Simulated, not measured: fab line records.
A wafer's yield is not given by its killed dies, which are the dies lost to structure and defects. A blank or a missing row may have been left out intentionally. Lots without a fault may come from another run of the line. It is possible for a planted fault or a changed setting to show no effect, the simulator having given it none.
Which of the tools did it? + flow gf180mcu + Sampling: 6 lots, 18 wafers, 3 of 602 route steps

## WHAT EACH GAUGE READ, for each wafer
GF_V5_RS_MEAS_24: a four-point-probe measurement.
| lot  | measured     | on            | V5_W_RS (ohm/sq)  |
|------|--------------|---------------|-------------------|
| L399 | day 27 20:52 | film metro-04 | 0.331 0.328 0.323 |
| L401 | day 28 16:04 | film metro-04 | 0.335 0.329 0.333 |
| L405 | day 29 18:49 | film metro-02 | 0.330 0.324 0.327 |
| L406 | day 30 02:38 | film metro-04 | 0.329 0.324 0.325 |
| L410 | day 30 19:28 | film metro-02 | 0.323 0.326 0.316 |
| L414 | day 31 17:38 | film metro-02 | 0.332 0.328 0.333 |

## EACH LOT AND THE TOOL THAT RAN IT (in order: tool; ch and the chambers of the sampled wafers; start)
| lot  | GF_M3_SPUTTER_00             | GF_V5_ETCH_16                      |
|------|------------------------------|------------------------------------|
| L399 | pvd sputter-02, day 21 03:04 | rie diel-03 ch 1,2,3, day 27 19:52 |
| L401 | pvd sputter-01, day 22 01:05 | rie diel-04 ch 0,2,3, day 28 15:10 |
| L405 | pvd sputter-01, day 23 08:43 | rie diel-03 ch 0,1,3, day 29 17:55 |
| L406 | pvd sputter-01, day 23 19:45 | rie diel-02 ch 0,3, day 30 01:43   |
| L410 | pvd sputter-01, day 24 14:14 | rie diel-02 ch 0,2,3, day 30 18:28 |
| L414 | pvd sputter-01, day 25 15:44 | rie diel-03 ch 0,2,3, day 31 16:43 |
- GF_M3_SPUTTER_00: material Ti, target thk 37.5 nm, time 150 s.
- GF_V5_ETCH_16: etches BARC in N2/H2.

## THE ANSWER, worked out from the rows above alone
Rule: what is usual is taken from the lots themselves. Put in order of their means at a reading, lots are off if they are a third of the lots or fewer, leave a main group of 4 or more, and stand apart from it by a gap of 3 or more times the standard deviation of the main group's means; of several such gaps the widest counts. The tables above print the reading to a certain number of digits; a main group whose means all agree to those digits is not used. A lot without any number at a reading at which 4 lots or more have one is off too. Where the step has rows for the other lots, those lots are counted as sound.
Across all readings shown, no lot is off: no conclusion can be drawn from this.

## WHAT THE SIMULATOR PUT IN
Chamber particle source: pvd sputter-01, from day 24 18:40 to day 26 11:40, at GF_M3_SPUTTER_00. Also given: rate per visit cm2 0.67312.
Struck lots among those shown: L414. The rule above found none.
